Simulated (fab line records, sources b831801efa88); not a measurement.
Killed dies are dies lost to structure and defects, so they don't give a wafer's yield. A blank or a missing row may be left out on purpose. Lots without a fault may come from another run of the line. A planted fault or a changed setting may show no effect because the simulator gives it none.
One fault seen from 2 desks | flow sky130 | each desk has only its own numbers; what lay behind them comes last

THE TOOL OWNER'S DESK: cvd_w-01
The tool's own readings at SKY_VIA1_CVD_21 (deposits W, target thk 270 nm, time 80.902 s): means of the sampled wafers that have a number, for each lot that ran on this tool. A lot is out of limits, marked OUT, if its mean lies more than 4 standard deviations from the usual mean; the brackets give that distance.
Columns: A = heater_power_w at SKY_VIA1_CVD_21, usual 920 W
lot  | first seen here | A
L478 | day 34 16:17    | 907
L480 | day 35 00:10    | 938
L479 | day 35 01:36    | 931
L481 | day 35 06:31    | 930
L483 | day 35 16:23    | 919
L485 | day 36 07:08    | 955
This desk's finding: nothing out of limits on any of the 6 lots.

THE METROLOGY DESK
What the gauges read, lot by lot, whatever tool the lot ran on: means of the sampled wafers that have a number. A lot is out of limits, marked OUT, if its mean lies more than 4 standard deviations from the usual mean; the brackets give that distance.
Columns: A = VIA4_W_THK at SKY_VIA4_THK_MEAS_20, usual 489 nm; B = PASSIVATION_CVD_02_THK at SKY_PASSIVATION_THK_MEAS_03, usual 542 nm; C = PAD_OPEN_BOW at SKY_PAD_OPEN_BOW_MEAS_13, usual 46 um
lot  | first seen here | A   | B   | C
L478 | day 43 13:22    | 485 | 545 | 41
L480 | day 43 17:15    | 491 | 543 | 39
L479 | day 43 19:31    | 488 | 540 | 38
L481 | day 43 21:53    | 493 | 540 | 42
L483 | day 44 07:31    | 493 | 548 | 35
L485 | day 44 19:38    | 495 | 542 | 46
L487 | day 45 10:21    | 485 | 542 | 55
L488 | day 45 18:13    | 497 | 550 | 52
L489 | day 46 01:44    | 491 | 544 | 52
L492 | day 46 12:26    | 478 | 542 | 61
L494 | day 47 03:01    | 479 | 534 | 52
L495 | day 47 03:16    | 486 | 540 | 46
This desk's finding: nothing out of limits on any of the 12 lots.

PUT TOGETHER
The tool owner's desk saw nothing out of limits.
The metrology desk saw nothing out of limits.

WHAT THE SIMULATOR HAD PUT IN
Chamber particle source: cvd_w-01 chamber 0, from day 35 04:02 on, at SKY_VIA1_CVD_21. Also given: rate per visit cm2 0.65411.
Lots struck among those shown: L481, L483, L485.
